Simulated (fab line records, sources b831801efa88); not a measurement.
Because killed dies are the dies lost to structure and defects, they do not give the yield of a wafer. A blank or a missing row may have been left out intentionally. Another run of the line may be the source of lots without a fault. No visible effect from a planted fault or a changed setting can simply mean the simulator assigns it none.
fab line records ; flow gf180mcu
record: lots: 5; wafers: 15; last_day: 33
route steps=602 shown VT_IMPLANT@133 MVSD@136 NWELL@137 LVPWELL@138 MVPSD@139 DUAL_GATE@141 POLY_GATE@157
lots untouched by any fault: they come from a run of this same line in which no faults occurred
start_h: hours from the record's first day to the start of the lot's first wafer shown ; wait_h: hours since the lot's step before ; " as in the row above ; L1.1+2: a single row standing in for several wafers ; - no value, or no start was given ; * or withheld: withheld ; < > ~ a bound
route shown NAME@n: names a module that has steps shown in the file, with the first one's number in the route ; usual: mean and standard deviation over wafers with no fault ; same: alike in all rows ; chamber/n: place in a boat ; sites: the reading at each site ; _std_site: how widely they spread, as a standard deviation ; _edge_site: mean of outer sites minus mean of inner sites ; radius_mm: how far each site lies from the wafer's centre ; mask NAME#n: copy n ; behind: tool/chamber where the wafer was last shaped ; hold: cause of the lot's hold/its duration in hours/its outcome ; device: the transistor (n, p or np) that didn't switch ; end of line: at the end of the route, the tests of the same wafers ; where a step has no rows: the recipe by itself ; killed: at the first sort, the dies lost to defects and structure; wafer yield is something else ; map: dies across one wafer; x = killed, . = not, _ = none there
set.NAME: the setting that was run; set.NAME@STEP: the one run at that earlier step ; model.NAME: the simulator's own value behind a step, which no gauge read
lots seen at some steps along the route; tables by step, rows by wafer
services: the hour from which a tool's chamber was out of use, counted from the record's first day as start_h (under 0 if before that day), plus the number of hours and why
== steps ==
step: GF_VT_IMPLANT_TW_MEAS_43
usual: VT_IMPLANT_4_TW: 687/6.4
lot.wafer;tool;chamber;start_h;wait_h;VT_IMPLANT_4_TW
L078.1;film_metro-04;-;184.08;0.1;698
L078.2;film_metro-04;-;184.08;0.1;696
L078.5;film_metro-04;-;184.08;0.1;699
L082.3;film_metro-01;-;207.68;0.1;684
L082.4;film_metro-01;-;207.68;0.1;688
L082.6;film_metro-01;-;207.68;0.1;687
L083.1;film_metro-02;-;216.08;0.1;686
L083.5;film_metro-02;-;216.08;0.1;688
L083.6;film_metro-02;-;216.08;0.1;685
L091.1;film_metro-01;-;274.88;0.1;687
L091.3;film_metro-01;-;274.88;0.1;686
L091.5;film_metro-01;-;274.88;0.1;686
L092.1;film_metro-01;-;278.55;0.1;683
L092.3;film_metro-01;-;278.55;0.1;682
L092.5;film_metro-01;-;278.55;0.1;686
step: GF_VT_IMPLANT_CLEAN_44
recipe: chemistry: SC1/SC2; mix: 1:4:20; temp_c: 70; time_s: 150; dry: n2_spin
lot.wafer;tool;chamber;start_h;wait_h
L078.1+2+5;wet_bench-03;2;184.14;0.1
L082.3+4+6;wet_bench-01;3;207.72;0.0
L083.1+5+6;wet_bench-02;2;216.14;0.1
L091.1+3+5;wet_bench-02;1;274.94;0.1
L092.1+3+5;wet_bench-03;2;278.61;0.1
step: GF_VT_IMPLANT_RTA_45
recipe: temp_c: 1050; time_s: 30; ambient: N2
usual: anneal_temp_c_max: 1055.4/1.4; lamp_power_pct: 32.2/2.7; wafer_temp_C_max: 1054.3/0.86
lot.wafer;tool;chamber;start_h;wait_h;anneal_temp_c_max;lamp_power_pct;wafer_temp_C_max
L078.1;rtp_anneal-02;0;184.20;0.0;1055.1;30.1;1054.5
L078.2;rtp_anneal-02;0;184.20;0.0;1054.1;30.1;1054.9
L078.5;rtp_anneal-02;0;184.20;0.0;1054.8;30.2;1055.1
L082.3;rtp_anneal-02;0;207.80;0.0;1054.2;30.2;1056.1
L082.4;rtp_anneal-02;0;207.80;0.0;1053.3;30.1;1053.9
L082.6;rtp_anneal-02;0;207.80;0.0;1054.5;30.2;1053.7
L083.1;rtp_anneal-01;0;216.19;0.0;1055.5;35.7;1055.1
L083.5;rtp_anneal-01;0;216.19;0.0;1056.5;35.7;1054.4
L083.6;rtp_anneal-01;0;216.19;0.0;1056.0;35.7;1053.6
L091.1;rtp_anneal-01;0;274.99;0.0;1056.9;35.7;1054.8
L091.3;rtp_anneal-01;0;274.99;0.0;1057.4;35.7;1054.7
L091.5;rtp_anneal-01;0;274.99;0.0;1058.3;35.7;1053.2
L092.1;rtp_anneal-02;0;278.67;0.0;1056.5;30.1;1054.4
L092.3;rtp_anneal-02;0;278.67;0.0;1053.8;30.1;1055.2
L092.5;rtp_anneal-02;0;278.67;0.0;1054.7;30.1;1055.2
step: GF_VT_IMPLANT_RS_MEAS_46
recipe: thk_meas_gauge: four-point-probe
usual: MVSD_RS: 456.7/1.1
lot.wafer;tool;chamber;start_h;wait_h;MVSD_RS[ohm/sq]
L078.1;film_metro-03;-;184.30;0.1;457.3
L078.2;film_metro-03;-;184.30;0.1;457.4
L078.5;film_metro-03;-;184.30;0.1;457.5
L082.3;film_metro-04;-;207.91;0.1;456.5
L082.4;film_metro-04;-;207.91;0.1;456.7
L082.6;film_metro-04;-;207.91;0.1;455.6
L083.1;film_metro-01;-;216.29;0.1;457.0
L083.5;film_metro-01;-;216.29;0.1;456.6
L083.6;film_metro-01;-;216.29;0.1;456.3
L091.1;film_metro-01;-;275.09;0.1;455.4
L091.3;film_metro-01;-;275.09;0.1;456.0
L091.5;film_metro-01;-;275.09;0.1;455.9
L092.1;film_metro-03;-;278.77;0.1;454.7
L092.3;film_metro-03;-;278.77;0.1;454.2
L092.5;film_metro-03;-;278.77;0.1;454.7
step: GF_VT_IMPLANT_RS_MEAS_47
recipe: thk_meas_gauge: four-point-probe
usual: NWELL_RS: 487.7/1.2
lot.wafer;tool;chamber;start_h;wait_h;NWELL_RS[ohm/sq]
L078.1;film_metro-03;-;184.42;0.1;487.3
L078.2;film_metro-03;-;184.42;0.1;487.3
L078.5;film_metro-03;-;184.42;0.1;487.1
L082.3;film_metro-04;-;208.03;0.1;489.6
L082.4;film_metro-04;-;208.03;0.1;487.3
L082.6;film_metro-04;-;208.03;0.1;488.1
L083.1;film_metro-01;-;216.41;0.1;486.9
L083.5;film_metro-01;-;216.41;0.1;488.2
L083.6;film_metro-01;-;216.41;0.1;486.3
L091.1;film_metro-01;-;275.21;0.1;486.4
L091.3;film_metro-01;-;275.21;0.1;487.3
L091.5;film_metro-01;-;275.21;0.1;487.6
L092.1;film_metro-03;-;278.89;0.1;487.7
L092.3;film_metro-03;-;278.89;0.1;488.1
L092.5;film_metro-03;-;278.89;0.1;488.0
step: GF_VT_IMPLANT_RS_MEAS_48
recipe: thk_meas_gauge: four-point-probe
usual: LVPWELL_RS: 1196/3.3
lot.wafer;tool;chamber;start_h;wait_h;LVPWELL_RS[ohm/sq]
L078.1;film_metro-03;-;184.54;0.1;1199
L078.2;film_metro-03;-;184.54;0.1;1198
L078.5;film_metro-03;-;184.54;0.1;1198
L082.3;film_metro-04;-;208.15;0.1;1197
L082.4;film_metro-04;-;208.15;0.1;1195
L082.6;film_metro-04;-;208.15;0.1;1192
L083.1;film_metro-01;-;216.53;0.1;1197
L083.5;film_metro-01;-;216.53;0.1;1196
L083.6;film_metro-01;-;216.53;0.1;1198
L091.1;film_metro-01;-;275.33;0.1;1195
L091.3;film_metro-01;-;275.33;0.1;1194
L091.5;film_metro-01;-;275.33;0.1;1191
L092.1;film_metro-03;-;279.01;0.1;1201
L092.3;film_metro-03;-;279.01;0.1;1201
L092.5;film_metro-03;-;279.01;0.1;1201
step: GF_VT_IMPLANT_RS_MEAS_49
recipe: thk_meas_gauge: four-point-probe
usual: MVPSD_RS: 1168.7/2.8
lot.wafer;tool;chamber;start_h;wait_h;MVPSD_RS[ohm/sq]
L078.1;film_metro-03;-;184.66;0.1;1166.8
L078.2;film_metro-03;-;184.66;0.1;1166.6
L078.5;film_metro-03;-;184.66;0.1;1167.2
L082.3;film_metro-04;-;208.27;0.1;1167.4
L082.4;film_metro-04;-;208.27;0.1;1166.3
L082.6;film_metro-04;-;208.27;0.1;1163.8
L083.1;film_metro-01;-;216.65;0.1;1166.3
L083.5;film_metro-01;-;216.65;0.1;1171.1
L083.6;film_metro-01;-;216.65;0.1;1170.8
L091.1;film_metro-01;-;275.45;0.1;1163.5
L091.3;film_metro-01;-;275.45;0.1;1164.7
L091.5;film_metro-01;-;275.45;0.1;1164.1
L092.1;film_metro-03;-;279.13;0.1;1166.8
L092.3;film_metro-03;-;279.13;0.1;1163.3
L092.5;film_metro-03;-;279.13;0.1;1163.6
step: GF_VT_IMPLANT_WET_ETCH_50
recipe: chemistry: dHF; target_depth_nm: 20; target: SiO2; temp_c: 25; dilution: 100:1; time_s: 400
lot.wafer;tool;chamber;start_h;wait_h
L078.1+2+5;wet_bench-02;2;184.78;0.1
L082.3+4+6;wet_bench-02;1;208.35;0.1
L083.1+5+6;wet_bench-02;1;216.77;0.1
L091.1+3+5;wet_bench-01;2;275.57;0.1
L092.1+3+5;wet_bench-03;1;279.25;0.1
step: GF_DUAL_GATE_CLEAN_00
recipe: chemistry: SC1/SC2; mix: 1:4:20; temp_c: 70; time_s: 150
lot.wafer;tool;chamber;start_h;wait_h
L078.1+2+5;wet_bench-03;1;184.90;0.0
L082.3+4+6;wet_bench-01;3;208.47;0.0
L083.1+5+6;wet_bench-01;2;216.89;0.0
L091.1+3+5;wet_bench-01;3;275.70;0.0
L092.1+3+5;wet_bench-02;2;279.38;0.0
step: GF_DUAL_GATE_CLEAN_01
recipe: chemistry: dHF; time_s: 20; dilution: 100:1; dry: ipa_marangoni
lot.wafer;tool;chamber;start_h;wait_h
L078.1+2+5;wet_bench-02;0;184.96;0.0
L082.3+4+6;wet_bench-01;1;208.52;0.0
L083.1+5+6;wet_bench-02;1;216.94;0.0
L091.1+3+5;wet_bench-03;0;275.76;0.0
L092.1+3+5;wet_bench-01;2;279.43;0.0
step: GF_DUAL_GATE_OXIDATION_02
recipe: temp_c: 900; ambient: O2; stabilise_s: 600; purge_s: 300; target_thk_a: 108.87; ox_time_s: 1602
lot.wafer;tool;chamber;start_h;wait_h
L078.1+2+5;furnace-01;0;184.98;0.0
L082.3+4+6;furnace-02;0;209.18;0.7
L083.1+5+6;furnace-02;0;217.81;0.9
L091.1+3+5;furnace-01;0;279.02;3.2
L092.1+3+5;furnace-01;0;285.79;6.3
step: GF_DUAL_GATE_THK_MEAS_03
recipe: reads: SiO2_of_DUAL_GATE_OXIDATION_02
usual: DUAL_GATE_OXIDATION_00_THK: 10.84/0.25
lot.wafer;tool;chamber;start_h;wait_h;DUAL_GATE_OXIDATION_00_THK[nm]
L078.1;film_metro-04;-;186.42;0.0;10.83
L078.2;film_metro-04;-;186.42;0.0;10.91
L078.5;film_metro-04;-;186.42;0.0;10.65
L082.3;film_metro-04;-;210.65;0.0;11.35
L082.4;film_metro-04;-;210.65;0.0;10.91
L082.6;film_metro-04;-;210.65;0.0;10.96
L083.1;film_metro-03;-;219.26;0.0;10.71
L083.5;film_metro-03;-;219.26;0.0;10.92
L083.6;film_metro-03;-;219.26;0.0;10.78
L091.1;film_metro-02;-;280.46;0.0;10.72
L091.3;film_metro-02;-;280.46;0.0;10.77
L091.5;film_metro-02;-;280.46;0.0;10.75
L092.1;film_metro-04;-;287.29;0.1;11.01
L092.3;film_metro-04;-;287.29;0.1;11.22
L092.5;film_metro-04;-;287.29;0.1;11.21
step: GF_DUAL_GATE_DEHYDRATE_04
recipe: temp_c: 200; time_s: 60
usual: chill_plate_temp_C: 22.97/0.1
lot.wafer;tool;chamber;start_h;wait_h;chill_plate_temp_C
L078.1;litho_track-03;0;194.25;7.8;22.68
L078.2;litho_track-03;0;194.25;7.8;22.79
L078.5;litho_track-03;0;194.25;7.8;22.76
L082.3;litho_track-03;0;218.85;8.2;23.13
L082.4;litho_track-03;0;218.85;8.2;22.95
L082.6;litho_track-03;0;218.85;8.2;22.93
L083.1;litho_track-02;0;227.72;8.5;23.06
L083.5;litho_track-02;0;227.72;8.5;23.01
L083.6;litho_track-02;0;227.72;8.5;23.02
L091.1;litho_track-03;0;289.55;9.1;23.08
L091.3;litho_track-03;0;289.55;9.1;23.21
L091.5;litho_track-03;0;289.55;9.1;23.08
L092.1;litho_track-03;0;295.95;8.6;22.98
L092.3;litho_track-03;0;295.95;8.6;22.81
L092.5;litho_track-03;0;295.95;8.6;22.89
step: GF_DUAL_GATE_HMDS_05
recipe: prime_time_s: 60; prime_temp_c: 120
usual: chill_plate_temp_C: 22.99/0.11; prime_temp_c: 120.04/0.14
lot.wafer;tool;chamber;start_h;wait_h;chill_plate_temp_C;prime_temp_c
L078.1;litho_track-03;0;194.40;0.1;23.10;120.19
L078.2;litho_track-03;0;194.40;0.1;23.11;120.06
L078.5;litho_track-03;0;194.40;0.1;23.09;120.21
L082.3;litho_track-03;0;219.00;0.1;22.94;119.98
L082.4;litho_track-03;0;219.00;0.1;22.89;119.83
L082.6;litho_track-03;0;219.00;0.1;22.98;120.01
L083.1;litho_track-02;0;227.87;0.1;22.97;119.82
L083.5;litho_track-02;0;227.87;0.1;23.18;120.20
L083.6;litho_track-02;0;227.87;0.1;23.15;119.98
L091.1;litho_track-03;0;289.70;0.1;22.77;119.80
L091.3;litho_track-03;0;289.70;0.1;22.95;119.84
L091.5;litho_track-03;0;289.70;0.1;22.91;119.74
L092.1;litho_track-03;0;296.10;0.1;23.10;120.42
L092.3;litho_track-03;0;296.10;0.1;23.06;120.17
L092.5;litho_track-03;0;296.10;0.1;22.95;120.14
step: GF_DUAL_GATE_COAT_06
recipe: resist: NOVOLAK; spin_rpm: 3000; resist_thk_nm: 1000
usual: chill_plate_temp_C: 23.01/0.097
lot.wafer;tool;chamber;start_h;wait_h;chill_plate_temp_C
L078.1;litho_track-03;0;194.55;0.1;22.92
L078.2;litho_track-03;0;194.55;0.1;22.99
L078.5;litho_track-03;0;194.55;0.1;22.99
L082.3;litho_track-03;0;219.15;0.1;23.01
L082.4;litho_track-03;0;219.15;0.1;22.96
L082.6;litho_track-03;0;219.15;0.1;23.02
L083.1;litho_track-02;0;228.02;0.1;22.90
L083.5;litho_track-02;0;228.02;0.1;22.89
L083.6;litho_track-02;0;228.02;0.1;23.00
L091.1;litho_track-03;0;289.85;0.1;23.00
L091.3;litho_track-03;0;289.85;0.1;22.91
L091.5;litho_track-03;0;289.85;0.1;23.02
L092.1;litho_track-03;0;296.25;0.1;22.86
L092.3;litho_track-03;0;296.25;0.1;22.93
L092.5;litho_track-03;0;296.25;0.1;22.89
step: GF_DUAL_GATE_SOFTBAKE_07
recipe: temp_c: 90; time_s: 60; resist: NOVOLAK
usual: chill_plate_temp_C: 23.01/0.11
lot.wafer;tool;chamber;start_h;wait_h;chill_plate_temp_C
L078.1;litho_track-03;0;194.70;0.1;23.12
L078.2;litho_track-03;0;194.70;0.1;23.10
L078.5;litho_track-03;0;194.70;0.1;23.06
L082.3;litho_track-03;0;219.30;0.1;23.03
L082.4;litho_track-03;0;219.30;0.1;22.99
L082.6;litho_track-03;0;219.30;0.1;23.08
L083.1;litho_track-02;0;228.17;0.1;22.96
L083.5;litho_track-02;0;228.17;0.1;22.89
L083.6;litho_track-02;0;228.17;0.1;22.86
L091.1;litho_track-03;0;290.00;0.1;22.85
L091.3;litho_track-03;0;290.00;0.1;22.97
L091.5;litho_track-03;0;290.00;0.1;23.12
L092.1;litho_track-03;0;296.40;0.1;23.12
L092.3;litho_track-03;0;296.40;0.1;23.04
L092.5;litho_track-03;0;296.40;0.1;23.11
step: GF_DUAL_GATE_EXPOSE_08
recipe: mask_id: Dualgate; target_cd_nm: 700; na: 0.6; source_shape: conventional; sigma_outer: 0.6; dose_mj: 140
usual: focus_offset_nm: 0.0/0.57
lot.wafer;tool;chamber;start_h;wait_h;mask;focus_offset_nm
L078.1;iline_stepper-01;0;-;-;Dualgate#0;-0.2
L078.2;iline_stepper-01;0;-;-;Dualgate#0;-0.8
L078.5;iline_stepper-01;0;-;-;Dualgate#0;-0.5
L082.3;iline_stepper-02;0;-;-;Dualgate#0;0.5
L082.4;iline_stepper-02;0;-;-;Dualgate#0;-0.4
L082.6;iline_stepper-02;0;-;-;Dualgate#0;-0.4
L083.1;iline_stepper-01;0;-;-;Dualgate#0;0.1
L083.5;iline_stepper-01;0;-;-;Dualgate#0;0.1
L083.6;iline_stepper-01;0;-;-;Dualgate#0;0.3
L091.1;iline_stepper-02;0;-;-;Dualgate#0;-0.4
L091.3;iline_stepper-02;0;-;-;Dualgate#0;-0.5
L091.5;iline_stepper-02;0;-;-;Dualgate#0;0.3
L092.1;iline_stepper-01;0;-;-;Dualgate#0;-0.1
L092.3;iline_stepper-01;0;-;-;Dualgate#0;-0.1
L092.5;iline_stepper-01;0;-;-;Dualgate#0;0.3
step: GF_DUAL_GATE_PEB_09
recipe: temp_c: withheld; time_s: *; resist: NOVOLAK
usual: chill_plate_temp_C: *
lot.wafer;tool;chamber;start_h;wait_h;chill_plate_temp_C
L078.1;litho_track-02;0;-;-;*
L078.2;litho_track-02;0;-;-;*
L078.5;litho_track-02;0;-;-;*
L082.3;litho_track-04;0;-;-;*
L082.4;litho_track-04;0;-;-;*
L082.6;litho_track-04;0;-;-;*
L083.1;litho_track-04;0;-;-;*
L083.5;litho_track-04;0;-;-;*
L083.6;litho_track-04;0;-;-;*
L091.1;litho_track-03;0;-;-;*
L091.3;litho_track-03;0;-;-;*
L091.5;litho_track-03;0;-;-;*
L092.1;litho_track-02;0;-;-;*
L092.3;litho_track-02;0;-;-;*
L092.5;litho_track-02;0;-;-;*
step: GF_DUAL_GATE_DEVELOP_10
recipe: develop_time_s: 60; dev_temp_c: 23
usual: chill_plate_temp_C: 23.02/0.1
lot.wafer;tool;chamber;start_h;wait_h;chill_plate_temp_C
L078.1;litho_track-02;0;203.72;0.1;23.03
L078.2;litho_track-02;0;203.72;0.1;22.97
L078.5;litho_track-02;0;203.72;0.1;23.15
L082.3;litho_track-04;0;228.05;0.1;22.93
L082.4;litho_track-04;0;228.05;0.1;22.92
L082.6;litho_track-04;0;228.05;0.1;23.09
L083.1;litho_track-04;0;236.74;0.1;22.98
L083.5;litho_track-04;0;236.74;0.1;23.18
L083.6;litho_track-04;0;236.74;0.1;23.10
L091.1;litho_track-03;0;298.90;0.1;22.85
L091.3;litho_track-03;0;298.90;0.1;22.88
L091.5;litho_track-03;0;298.90;0.1;22.98
L092.1;litho_track-02;0;305.17;0.1;23.00
L092.3;litho_track-02;0;305.17;0.1;22.99
L092.5;litho_track-02;0;305.17;0.1;23.04
step: GF_DUAL_GATE_OVL_MEAS_11
usual: DUAL_GATE_OVL: 0.1/1.3
lot.wafer;tool;chamber;start_h;wait_h;DUAL_GATE_OVL[nm]
L078.1;overlay-02;-;203.87;0.1;-1.8
L078.2;overlay-02;-;203.87;0.1;0.1
L078.5;overlay-02;-;203.87;0.1;0.0
L082.3;overlay-02;-;228.16;0.1;1.4
L082.4;overlay-02;-;228.16;0.1;0.1
L082.6;overlay-02;-;228.16;0.1;1.4
L083.1;overlay-02;-;236.89;0.1;0.6
L083.5;overlay-02;-;236.89;0.1;-0.8
L083.6;overlay-02;-;236.89;0.1;0.1
L091.1;overlay-01;-;299.05;0.1;0.8
L091.3;overlay-01;-;299.05;0.1;-0.1
L091.5;overlay-01;-;299.05;0.1;-0.9
L092.1;overlay-02;-;305.32;0.1;-0.1
L092.3;overlay-02;-;305.32;0.1;-0.1
L092.5;overlay-02;-;305.32;0.1;1.3
step: GF_DUAL_GATE_WET_ETCH_12
recipe: chemistry: dHF; target_depth_nm: 13; dry: n2_spin; target: SiO2; temp_c: 25; dilution: 100:1; time_s: 260
lot.wafer;tool;chamber;start_h;wait_h
L078.1+2+5;wet_bench-03;2;203.91;0.0
L082.3+4+6;wet_bench-02;0;228.18;0.0
L083.1+5+6;wet_bench-01;2;236.93;0.0
L091.1+3+5;wet_bench-03;1;299.08;0.0
L092.1+3+5;wet_bench-01;2;305.35;0.0
step: GF_DUAL_GATE_STRIP_13
recipe: chemistry: O2/N2; power_w: 1400; pressure_mtorr: 1500; platen_temp_c: 250; o2_flow_sccm: 3000; n2_flow_sccm: 300; overash_fraction: 0.5
usual: chamber_pressure_mTorr: 1500.1/1.5; drypump_motor_current_A: 5.9/0.32; heater_power_w: 370/35; oes_product_au: 0.717/0.0041; strip_time_to_endpoint_s: 12.62/0.04
lot.wafer;tool;chamber;start_h;wait_h;chamber_pressure_mTorr;drypump_motor_current_A;heater_power_w;oes_product_au;rf_hours_counter_h;strip_time_to_endpoint_s
L078.1;plasma_asher-03;0;204.10;0.0;1500.4;5.3;367;0.712;41;12.58
L078.2;plasma_asher-03;1;204.10;0.0;1499.9;6.1;335;0.712;41;12.60
L078.5;plasma_asher-03;1;204.10;0.0;1499.5;6.1;340;0.712;-;12.62
L082.3;plasma_asher-04;0;228.30;0.0;1500.9;6.3;401;0.724;-;12.58
L082.4;plasma_asher-04;1;228.30;0.0;1499.8;6.0;326;0.709;-;12.61
L082.6;plasma_asher-04;1;228.30;0.0;1498.9;6.1;324;0.721;-;12.58
L083.1;plasma_asher-01;1;237.01;0.0;1501.2;5.6;371;0.723;59;12.62
L083.5;plasma_asher-01;0;237.01;0.0;1499.4;5.9;409;0.721;-;12.65
L083.6;plasma_asher-01;1;237.01;0.0;1498.3;5.5;376;0.718;-;12.60
L091.1;plasma_asher-04;0;299.16;0.0;1500.1;6.3;405;0.714;66;12.58
L091.3;plasma_asher-04;0;299.16;0.0;1498.8;6.3;408;0.721;-;12.61
L091.5;plasma_asher-04;0;299.16;0.0;1495.4;6.3;406;0.708;-;12.62
L092.1;plasma_asher-01;1;305.44;0.0;1500.6;5.6;373;0.723;67;12.61
L092.3;plasma_asher-01;0;305.44;0.0;1500.7;5.9;418;0.716;-;12.58
L092.5;plasma_asher-01;1;305.44;0.0;1501.1;5.6;375;0.722;-;12.58
step: GF_DUAL_GATE_CLEAN_14
recipe: chemistry: SC1/SC2; mix: 1:4:20; temp_c: 70; time_s: 150; dry: n2_spin
lot.wafer;tool;chamber;start_h;wait_h
L078.1+2+5;wet_bench-01;1;204.20;0.1
L082.3+4+6;wet_bench-02;2;228.37;0.0
L083.1+5+6;wet_bench-03;2;237.11;0.1
L091.1+3+5;wet_bench-02;2;299.26;0.1
L092.1+3+5;wet_bench-02;1;305.54;0.1
step: GF_DUAL_GATE_OXIDATION_15
recipe: temp_c: 850; ambient: O2; stabilise_s: 600; purge_s: 300; target_thk_a: 70.98; ox_time_s: 1995
lot.wafer;tool;chamber;start_h;wait_h
L078.1+2+5;furnace-01;0;204.59;0.3
L082.3+4+6;furnace-01;0;228.96;0.5
L083.1+5+6;furnace-02;0;237.31;0.1
L091.1+3+5;furnace-01;0;303.51;4.1
L092.1+3+5;furnace-01;0;311.94;6.4
step: GF_POLY_GATE_CVD_00
recipe: material: poly-Si; target_thk_nm: 200; temp_c: 620; time_s: 1200; pressure_mtorr: 200
usual: susceptor_temp_C: 620.08/0.28
lot.wafer;tool;chamber;start_h;wait_h;susceptor_temp_C
L078.1;lpcvd-01;1;206.14;0.0;619.25
L078.2;lpcvd-01;1;206.14;0.0;619.63
L078.5;lpcvd-01;1;206.14;0.0;619.78
L082.3;lpcvd-01;1;230.52;0.0;620.32
L082.4;lpcvd-01;1;230.52;0.0;619.88
L082.6;lpcvd-01;1;230.52;0.0;619.60
L083.1;lpcvd-01;1;238.86;0.0;620.17
L083.5;lpcvd-01;1;238.86;0.0;620.31
L083.6;lpcvd-01;1;238.86;0.0;620.46
L091.1;lpcvd-02;0;305.06;0.0;619.88
L091.3;lpcvd-02;0;305.06;0.0;620.31
L091.5;lpcvd-02;0;305.06;0.0;620.19
L092.1;lpcvd-01;1;313.49;0.0;620.88
L092.3;lpcvd-01;1;313.49;0.0;620.24
L092.5;lpcvd-01;1;313.49;0.0;620.42
== services ==
tool;chamber;start_h;hours;kind
iline_stepper-02;-;162.33;1.7;pm
plasma_asher-01;-;170.09;1.5;repair
plasma_asher-03;-;173.56;0.5;repair
plasma_asher-03;-;176.81;2.4;repair
furnace-02;-;198.08;3.8;pm
wet_bench-01;-;198.73;0.6;repair
wet_bench-03;-;212.86;11.8;repair
wet_bench-02;-;230.19;43.7;pm
wet_bench-01;-;257.66;4.4;repair
plasma_asher-03;-;266.85;33.5;repair
furnace-02;-;272.67;51.7;pm
wet_bench-03;-;273.72;1.6;repair
iline_stepper-01;-;278.81;1.9;repair
litho_track-04;-;282.46;-;consumable_replace:filter
rtp_anneal-01;-;292.14;2.0;pm
iline_stepper-01;0;300.85;-;calibration
iline_stepper-01;-;311.91;1.7;pm
== key ==
fault none
